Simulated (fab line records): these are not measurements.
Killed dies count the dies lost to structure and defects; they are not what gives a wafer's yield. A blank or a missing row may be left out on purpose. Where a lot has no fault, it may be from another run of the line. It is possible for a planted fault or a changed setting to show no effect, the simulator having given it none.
fab line records	flow sfqLine
record: lots: 14	wafers: 42	lastDay: 95
route steps=325 shown M0@29 I2@116 M4@161 M5@207
lots that met no fault: taken from a fault-free run of the same line
startH: hours from the record's opening day to when the first of the lot's shown wafers began	waitH: hours since the lot's step before	" unchanged from the row above	L1.1+2: a single row standing in for several wafers	- either no value or no given start	* or withheld: withheld	< > ~ a bound
route shown NAME@n: NAME is a module with steps in the file, n the number in the route of the first one	usual: the fault-free wafers' mean and standard deviation	same: alike in all rows	chamber/n: place in a boat	sites: each site's reading	_std_site: their standard deviation	_edge_site: outer sites' mean less inner sites'	radiusMm: how far each site lies from the wafer's centre	mask NAME#n: copy n	behind: the tool/chamber that last shaped the wafer	hold: what put the lot on hold/how long, in hours/how the hold closed	device: transistor that didn't switch, given as n, p or np	end of line: the same wafers' tests at the end of the route	step lacking rows: just its recipe	killed: the dies lost at the first sort to structure and to defects; this is not the yield of the wafer	map: the dies of a wafer, with x for killed, . for not killed, _ for no die there
set.NAME: the setting as run; set.NAME@STEP: as run at that earlier step	model.NAME: the simulator's own value behind a step, which no gauge read
route steps across a sampled set of lots; one table per step, one row per wafer
services: a tool's chamber out of use, with start hour (startH, from the record's first day; less than 0 if before it), hours out, and reason
== steps ==
step: SFQ_TRILAYER_M0_DEP_SPUTTER_019
recipe: material: Nb	basePressurePa: 1.33e-06	chamberPressurePa: 0.1333	substrateTempC: 20	resputterCathodeVoltageV: 400	targetThkNm: 200	powerW: 2000	timeS: 133.3
usual: cathodeDcPowerW: 2000.0/0.34	throttleValvePct: 29.8/1
lot.wafer	tool	chamber	startH	waitH	cathodeDcPowerW	throttleValvePct
L423.1	pvdSputter-03	-	170.35	0.0	2000.4	29.4
L423.5	"	-	"	"	1999.9	30.3
L423.6	"	-	"	"	1999.8	30.3
L425.2	pvdSputter-06	-	187.05	0.0	2000.1	29.5
L425.3	"	-	"	"	1999.8	28.7
L425.4	"	-	"	"	2000.3	31.7
L426.1	pvdSputter-05	-	193.05	0.0	1999.9	27.9
L426.2	"	-	"	"	1999.5	30.7
L426.5	"	-	"	"	1999.9	30.9
L427.1	pvdSputter-03	-	196.65	0.0	1999.4	30.5
L427.3	"	-	"	"	1999.7	29.5
L427.4	"	-	"	"	2000.4	29.5
L429.3	pvdSputter-05	-	215.18	0.0	2000.0	28.9
L429.4	"	-	"	"	2000.0	30.7
L429.6	"	-	"	"	2000.7	30.7
L430.1	pvdSputter-03	-	224.78	0.0	1999.6	29.6
L430.5	"	-	"	"	2000.1	30.2
L430.6	"	-	"	"	2000.3	30.2
L431.4	pvdSputter-03	-	229.58	0.0	2000.4	29.2
L431.5	"	-	"	"	2000.1	30.0
L431.6	"	-	"	"	2000.4	29.6
L432.1	pvdSputter-03	-	235.60	0.0	2000.3	29.4
L432.4	"	-	"	"	2000.5	30.3
L432.6	"	-	"	"	2000.2	29.7
L433.2	pvdSputter-06	-	239.18	0.0	2000.2	29.0
L433.5	"	-	"	"	2000.0	29.5
L433.6	"	-	"	"	2000.3	32.0
L434.1	pvdSputter-06	-	245.95	0.0	1999.6	28.6
L434.3	"	-	"	"	1999.4	31.8
L434.4	"	-	"	"	1999.7	29.8
L436.1	pvdSputter-05	-	258.94	0.0	1999.8	29.0
L436.2	"	-	"	"	2000.0	27.9
L436.4	"	-	"	"	1999.3	30.5
L438.1	pvdSputter-03	-	270.34	0.0	2000.0	29.6
L438.4	"	-	"	"	2000.4	29.6
L438.5	"	-	"	"	1999.8	29.4
L443.3	pvdSputter-05	-	320.37	0.0	2000.2	30.4
L443.5	"	-	"	"	1999.4	30.9
L443.6	"	-	"	"	2000.0	29.1
L444.2	pvdSputter-05	-	324.37	0.0	2000.6	28.0
L444.4	"	-	"	"	2000.2	29.1
L444.6	"	-	"	"	2000.0	29.0
step: SFQ_M0_RS_MEAS_904
recipe: thkMeasGauge: four-point-probe	reads: Nb_of_TRILAYER_M0_DEP_SPUTTER_019
usual: M0_NB_RS: 0.887/0.0088
lot.wafer	tool	chamber	startH	waitH	M0_NB_RS[ohm/sq]
L423.1	filmMetro-01	-	170.44	0.0	0.877
L423.5	"	-	"	"	0.886
L423.6	"	-	"	"	0.885
L425.2	filmMetro-04	-	187.16	0.1	0.872
L425.3	"	-	"	"	0.869
L425.4	"	-	"	"	0.881
L426.1	filmMetro-01	-	193.14	0.0	0.883
L426.2	"	-	"	"	0.885
L426.5	"	-	"	"	0.886
L427.1	filmMetro-04	-	196.74	0.0	0.870
L427.3	"	-	"	"	0.867
L427.4	"	-	"	"	0.876
L429.3	filmMetro-01	-	215.31	0.1	0.891
L429.4	"	-	"	"	0.890
L429.6	"	-	"	"	0.891
L430.1	filmMetro-02	-	224.87	0.0	0.872
L430.5	"	-	"	"	0.887
L430.6	"	-	"	"	0.873
L431.4	filmMetro-02	-	229.73	0.1	0.880
L431.5	"	-	"	"	0.880
L431.6	"	-	"	"	0.878
L432.1	filmMetro-01	-	235.69	0.0	0.773
L432.4	"	-	"	"	0.777
L432.6	"	-	"	"	0.769
L433.2	filmMetro-02	-	239.29	0.1	0.895
L433.5	"	-	"	"	0.892
L433.6	"	-	"	"	0.901
L434.1	filmMetro-02	-	246.04	0.0	0.897
L434.3	"	-	"	"	0.897
L434.4	"	-	"	"	0.887
L436.1	filmMetro-01	-	259.03	0.0	0.888
L436.2	"	-	"	"	0.886
L436.4	"	-	"	"	0.884
L438.1	filmMetro-04	-	270.43	0.0	0.768
L438.4	"	-	"	"	0.765
L438.5	"	-	"	"	0.770
L443.3	filmMetro-02	-	320.50	0.1	0.893
L443.5	"	-	"	"	0.891
L443.6	"	-	"	"	0.893
L444.2	filmMetro-04	-	324.48	0.1	0.897
L444.4	"	-	"	"	0.895
L444.6	"	-	"	"	0.898
step: SFQ_TRILAYER_M0_ETCH_METAL_ETCH_024
recipe: target: Nb	stopOn: SiO2	maskMaterial: PR	chemistry: Cl2/Ar	targetDepthNm: 240	icpW: 600	biasW: 80	pressureMtorr: 10	timeS: 120
usual: drypumpMotorCurrentA: 5.9/0.34	oesProductAu: 0.896/0.007
lot.wafer	tool	chamber	startH	waitH	drypumpMotorCurrentA	oesProductAu	rfHoursCounterH
L423.1	rieMetal-04	0	266.51	0.0	5.7	0.899	11
L423.5	"	1	"	"	6.4	0.901	-
L423.6	"	0	"	"	5.7	0.892	-
L425.2	rieMetal-04	1	283.31	0.0	6.4	0.906	139
L425.3	"	0	"	"	5.7	0.908	-
L425.4	"	1	"	"	6.4	0.900	-
L426.1	rieMetal-03	0	292.91	0.0	6.3	0.904	140
L426.2	"	1	"	"	5.8	0.903	70
L426.5	"	0	"	"	6.4	0.901	-
L427.1	rieMetal-02	0	297.94	0.0	5.5	0.902	168
L427.3	"	0	"	"	5.4	0.907	-
L427.4	"	1	"	"	6.0	0.899	-
L429.3	rieMetal-02	0	325.59	0.1	5.5	0.895	-
L429.4	"	1	"	"	6.0	0.891	-
L429.6	"	1	"	"	6.0	0.895	-
L430.1	rieMetal-03	0	341.27	0.0	6.3	0.902	147
L430.5	"	1	"	"	5.8	0.895	-
L430.6	"	0	"	"	6.3	0.896	-
L431.4	rieMetal-02	0	348.65	0.2	5.4	0.902	-
L431.5	"	0	"	"	5.5	0.896	-
L431.6	"	0	"	"	5.5	0.906	-
L432.1	rieMetal-02	0	356.93	0.1	5.5	0.967	176
L432.4	"	0	"	"	5.5	0.976	-
L432.6	"	0	"	"	5.4	0.963	-
L433.2	rieMetal-04	1	360.47	0.0	6.4	0.893	147
L433.5	"	1	"	"	6.3	0.889	-
L433.6	"	0	"	"	5.7	0.886	-
L434.1	rieMetal-04	0	370.07	0.0	5.7	0.881	24
L434.3	"	1	"	"	6.4	0.882	-
L434.4	"	0	"	"	5.7	0.908	-
L436.1	rieMetal-04	0	383.39	0.0	5.7	0.897	26
L436.2	"	1	"	"	6.4	0.898	149
L436.4	"	1	"	"	6.4	0.891	-
L438.1	rieMetal-03	0	396.59	0.0	6.3	0.967	151
L438.4	"	0	"	"	6.3	0.976	-
L438.5	"	0	"	"	6.3	0.973	-
L443.3	rieMetal-04	1	460.36	0.1	6.3	0.892	-
L443.5	"	1	"	"	6.3	0.892	-
L443.6	"	0	"	"	5.7	0.895	-
L444.2	rieMetal-03	1	468.43	0.0	5.8	0.892	90
L444.4	"	1	"	"	5.8	0.892	-
L444.6	"	1	"	"	5.8	0.890	-
step: SFQ_TRILAYER_I2_VIA_STRIP_STRIP_071
recipe: gas: O2	powerW: 200	platenTempC: 40	overashFraction: 0.65	chemistry: O2	pressureMtorr: 50
usual: drypumpMotorCurrentA: 5.88/0.28	oesProductAu: 0.999/0.0087
lot.wafer	tool	chamber	startH	waitH	drypumpMotorCurrentA	oesProductAu	rfHoursCounterH
L423.1	rieMetal-01	1	1017.83	-	5.89	1.005	88
L423.5	"	0	"	"	5.64	1.013	-
L423.6	"	1	"	"	5.88	0.998	-
L425.2	rieMetal-03	1	1042.95	-	5.79	0.999	29
L425.3	"	1	"	"	5.81	0.991	-
L425.4	"	0	"	"	6.35	0.993	-
L426.1	rieMetal-01	0	1050.15	-	5.63	1.008	62
L426.2	"	1	"	"	5.86	0.997	93
L426.5	"	0	"	"	5.61	1.001	-
L427.1	rieMetal-01	0	1056.06	-	5.63	1.007	63
L427.3	"	0	"	"	5.65	1.009	-
L427.4	"	1	"	"	5.86	1.002	-
L429.3	rieMetal-02	1	1080.26	-	5.99	0.998	-
L429.4	"	0	"	"	5.46	0.993	-
L429.6	"	0	"	"	5.48	0.996	-
L430.1	rieMetal-02	0	1092.06	-	5.48	0.995	84
L430.5	"	0	"	"	5.46	0.993	-
L430.6	"	1	"	"	6.01	0.992	-
L431.4	rieMetal-03	1	1098.26	-	5.79	0.995	-
L431.5	"	1	"	"	5.82	0.993	-
L431.6	"	0	"	"	6.35	0.998	-
L432.1	rieMetal-03	0	1106.46	-	6.33	1.000	84
L432.4	"	1	"	"	5.82	0.993	-
L432.6	"	1	"	"	5.82	0.995	-
L433.2	rieMetal-01	0	1108.86	-	5.62	1.003	70
L433.5	"	1	"	"	5.86	1.017	-
L433.6	"	0	"	"	5.64	1.013	-
L434.1	rieMetal-03	0	1118.46	-	6.34	0.991	86
L434.3	"	1	"	"	5.81	0.988	-
L434.4	"	0	"	"	6.34	0.998	-
L436.1	rieMetal-01	0	1132.78	-	5.65	1.013	73
L436.2	"	1	"	"	5.89	1.010	104
L436.4	"	1	"	"	5.89	1.006	-
L438.1	rieMetal-02	1	1138.90	-	6.01	0.981	58
L438.4	"	0	"	"	5.46	0.984	-
L438.5	"	1	"	"	6.00	0.995	-
L443.3	rieMetal-03	1	1212.42	-	5.80	0.988	-
L443.5	"	0	"	"	6.34	0.993	-
L443.6	"	1	"	"	5.82	0.998	-
L444.2	rieMetal-01	0	1219.62	-	5.65	1.013	-
L444.4	"	0	"	"	5.62	1.011	-
L444.6	"	0	"	"	5.65	1.012	-
step: SFQ_TRILAYER_M4_STRIP_STRIP_097
recipe: gas: O2	powerW: 200	platenTempC: 40	overashFraction: 0.65	chemistry: O2	pressureMtorr: 50
usual: drypumpMotorCurrentA: 5.9/0.32	oesProductAu: 0.996/0.0065
lot.wafer	tool	chamber	startH	waitH	drypumpMotorCurrentA	oesProductAu	rfHoursCounterH
L423.1	rieMetal-04	1	1040.71	0.1	6.4	0.985	79
L423.5	"	0	"	"	5.7	0.984	-
L423.6	"	1	"	"	6.4	0.990	-
L425.2	rieMetal-04	1	1197.86	0.1	6.4	0.991	103
L425.3	"	0	"	"	5.7	0.996	-
L425.4	"	1	"	"	6.3	1.006	-
L426.1	rieMetal-04	1	1212.68	0.1	6.4	1.005	105
L426.2	"	0	"	"	5.7	1.010	15
L426.5	"	1	"	"	6.3	0.995	-
L427.1	rieMetal-04	1	1215.08	0.1	6.4	0.996	105
L427.3	"	0	"	"	5.7	0.999	-
L427.4	"	1	"	"	6.4	1.003	-
L429.3	rieMetal-02	0	1236.82	0.2	5.5	0.991	-
L429.4	"	1	"	"	6.0	0.993	-
L429.6	"	1	"	"	6.0	0.989	-
L430.1	rieMetal-03	0	1381.77	0.1	6.3	1.006	120
L430.5	"	0	"	"	6.3	1.008	-
L430.6	"	1	"	"	5.8	0.997	-
L431.4	rieMetal-04	0	1384.37	0.2	5.7	0.997	-
L431.5	"	1	"	"	6.4	0.995	-
L431.6	"	0	"	"	5.7	0.997	-
L432.1	rieMetal-02	1	1390.17	0.1	6.0	0.990	94
L432.4	"	1	"	"	6.0	0.988	-
L432.6	"	0	"	"	5.4	0.997	-
L433.2	rieMetal-03	1	1397.50	0.1	5.8	0.992	75
L433.5	"	1	"	"	5.8	1.003	-
L433.6	"	0	"	"	6.3	0.992	-
L434.1	rieMetal-03	0	1403.50	0.1	6.3	0.991	124
L434.3	"	0	"	"	6.3	1.003	-
L434.4	"	1	"	"	5.8	1.005	-
L436.1	rieMetal-03	1	1417.00	0.3	5.8	0.982	79
L436.2	"	1	"	"	5.8	0.993	-
L436.4	"	1	"	"	5.8	0.991	-
L438.1	rieMetal-03	1	1424.08	0.2	5.8	0.999	81
L438.4	"	1	"	"	5.8	0.993	-
L438.5	"	1	"	"	5.8	0.990	-
L443.3	rieMetal-03	0	1490.40	0.2	6.3	1.008	-
L443.5	"	0	"	"	6.4	1.004	-
L443.6	"	1	"	"	5.8	0.988	-
L444.2	rieMetal-03	0	1497.40	0.1	6.3	1.004	8
L444.4	"	0	"	"	6.3	0.998	-
L444.6	"	0	"	"	6.3	0.995	-
step: SFQ_TRILAYER_M5_STRIP_STRIP_127
recipe: gas: O2	powerW: 200	platenTempC: 40	overashFraction: 0.65	chemistry: O2	pressureMtorr: 50
usual: drypumpMotorCurrentA: 5.9/0.31	oesProductAu: 0.999/0.0078
lot.wafer	tool	chamber	startH	waitH	drypumpMotorCurrentA	oesProductAu	rfHoursCounterH
L423.1	rieMetal-03	1	1340.67	0.1	5.8	0.984	68
L423.5	"	1	"	"	5.8	0.984	-
L423.6	"	0	"	"	6.3	0.992	-
L425.2	rieMetal-04	1	1352.79	0.1	6.4	0.991	119
L425.3	"	1	"	"	6.4	0.998	-
L425.4	"	0	"	"	5.7	0.998	-
L426.1	rieMetal-01	0	1360.12	0.1	5.6	1.002	102
L426.2	"	1	"	"	5.9	0.994	14
L426.5	"	0	"	"	5.6	1.007	-
L427.1	rieMetal-04	1	1368.52	0.1	6.4	0.997	121
L427.3	"	1	"	"	6.4	0.997	-
L427.4	"	0	"	"	5.7	0.997	-
L429.3	rieMetal-04	1	1393.99	0.4	6.3	0.987	-
L429.4	"	0	"	"	5.7	1.001	-
L429.6	"	0	"	"	5.7	0.998	-
L430.1	rieMetal-01	0	1412.50	0.1	5.6	1.009	109
L430.5	"	0	"	"	5.7	1.010	-
L430.6	"	1	"	"	5.9	0.999	-
L431.4	rieMetal-01	1	1415.10	0.3	5.9	1.015	-
L431.5	"	0	"	"	5.6	1.007	-
L431.6	"	1	"	"	5.9	1.008	-
L432.1	rieMetal-04	0	1418.50	0.1	5.7	1.007	43
L432.4	"	0	"	"	5.7	1.002	-
L432.6	"	0	"	"	5.7	1.006	-
L433.2	rieMetal-04	0	1422.30	0.1	5.7	0.990	44
L433.5	"	1	"	"	6.4	0.984	-
L433.6	"	0	"	"	5.7	0.995	-
L434.1	rieMetal-04	0	1424.70	0.1	5.7	1.005	45
L434.3	"	0	"	"	5.7	1.001	-
L434.4	"	1	"	"	6.4	0.999	-
L436.1	rieMetal-01	0	1556.31	0.1	5.6	1.004	2
L436.2	"	1	"	"	5.9	1.008	41
L436.4	"	0	"	"	5.6	0.993	-
L438.1	rieMetal-03	0	1571.74	0.1	6.3	0.985	18
L438.4	"	1	"	"	5.8	0.986	-
L438.5	"	1	"	"	5.8	0.988	-
L443.3	rieMetal-04	0	1641.65	0.3	5.7	0.997	-
L443.5	"	0	"	"	5.7	0.998	-
L443.6	"	1	"	"	6.4	1.000	-
L444.2	rieMetal-01	0	1777.72	0.1	5.6	1.004	36
L444.4	"	1	"	"	5.9	1.010	-
L444.6	"	1	"	"	5.9	1.011	-
== services ==
tool	chamber	startH	hours	kind
rieMetal-04	1	176.91	3.1	repair
rieMetal-04	-	183.32	76.1	repair
rieMetal-04	-	262.11	0.1	repair
rieMetal-04	-	286.44	1.4	pm
rieMetal-03	1	330.77	1.0	repair
rieMetal-04	0	336.73	6.2	repair
rieMetal-03	1	338.88	2.1	repair
rieMetal-04	0	403.94	4.1	repair
rieMetal-03	-	499.13	1.2	repair
rieMetal-04	0	508.99	12.4	repair
rieMetal-04	-	699.33	0.6	repair
rieMetal-03	0	747.76	1.9	repair
rieMetal-03	-	752.72	0.9	repair
rieMetal-04	0	764.15	5.4	repair
rieMetal-04	-	865.90	2.8	pm
rieMetal-04	1	941.54	5.8	repair
rieMetal-03	-	1047.43	14.0	repair
rieMetal-03	0	1185.84	1.7	repair
rieMetal-03	-	1190.64	2.8	pm
rieMetal-03	-	1244.11	5.7	repair
rieMetal-04	1	1249.74	12.6	repair
rieMetal-04	-	1315.15	28.1	pm
rieMetal-03	-	1379.84	1.4	pm
rieMetal-04	-	1571.34	14.6	pm
== key ==
firstSign: step: SFQ_M0_RS_MEAS_904	reading: M0_NB_RS	direction: down	sigmas: 13	usual: 0.887	struck: 0.770
effect: step: SFQ_TRILAYER_M0_ETCH_METAL_ETCH_024	reading: oesProductAu	direction: up	sigmas: 11	usual: 0.896	struck: 0.971
metAt SFQ_TRILAYER_M0_DEP_SPUTTER_019
struckLots L432,L438
notActingAt SFQ_TRILAYER_I2_VIA_STRIP_STRIP_071,SFQ_TRILAYER_M4_STRIP_STRIP_097,SFQ_TRILAYER_M5_STRIP_STRIP_127
onsetBetween 229.58 235.60
fault: kind: processParameterDrift	tool: pvdSputter-03	chamber: -	onsetH: 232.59	steps: SFQ_TRILAYER_M0_DEP_SPUTTER_019	channel: timeS	offset: *	shape: step	endH: 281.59	actsIn: *	stated: *
